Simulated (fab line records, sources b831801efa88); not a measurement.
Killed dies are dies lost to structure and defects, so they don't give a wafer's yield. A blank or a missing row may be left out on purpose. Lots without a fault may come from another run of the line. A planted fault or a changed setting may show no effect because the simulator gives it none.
Which tool did it? | flow sky130 | 6 lots, 18 wafers sampled, at 1 step of a route of 708

WHAT THE GAUGES READ, wafer by wafer
SKY_VT_ADJUST_HVTP_TW_MEAS_11.
lot  | measured     | on            | VT_ADJUST_HVTP_TW
L939 | day 6 09:07  | film_metro-04 | 1351 1346 1354
L941 | day 7 02:41  | film_metro-02 | 1350 1344 1349
L943 | day 7 17:57  | film_metro-04 | 1344 1339 1333
L948 | day 9 00:07  | film_metro-04 | 1347 1339 1337
L952 | day 9 20:41  | film_metro-02 | 1345 1351 1349
L954 | day 10 06:52 | film_metro-02 | 1339 1341 1344

WHICH TOOL RAN EACH LOT (tool, then ch and the chambers of the sampled wafers, then the start)
The record holds no process step before these readings.

THE ANSWER, worked out from the rows above alone
Rule: what is usual is taken from the lots themselves. Put in order of their means at a reading, lots are off if they are a third of the lots or fewer, leave a main group of 4 or more, and stand apart from it by a gap of 3 or more times the standard deviation of the main group's means; of several such gaps the widest counts. A main group whose means are all the same, to the digits that the tables above print for the reading, isn't used. A lot without any number at a reading at which 4 lots or more have one is off too. The other lots that the step has rows for count as sound.
No lot is off at any reading shown: from this, nothing can be told.

WHAT THE SIMULATOR HAD PUT IN
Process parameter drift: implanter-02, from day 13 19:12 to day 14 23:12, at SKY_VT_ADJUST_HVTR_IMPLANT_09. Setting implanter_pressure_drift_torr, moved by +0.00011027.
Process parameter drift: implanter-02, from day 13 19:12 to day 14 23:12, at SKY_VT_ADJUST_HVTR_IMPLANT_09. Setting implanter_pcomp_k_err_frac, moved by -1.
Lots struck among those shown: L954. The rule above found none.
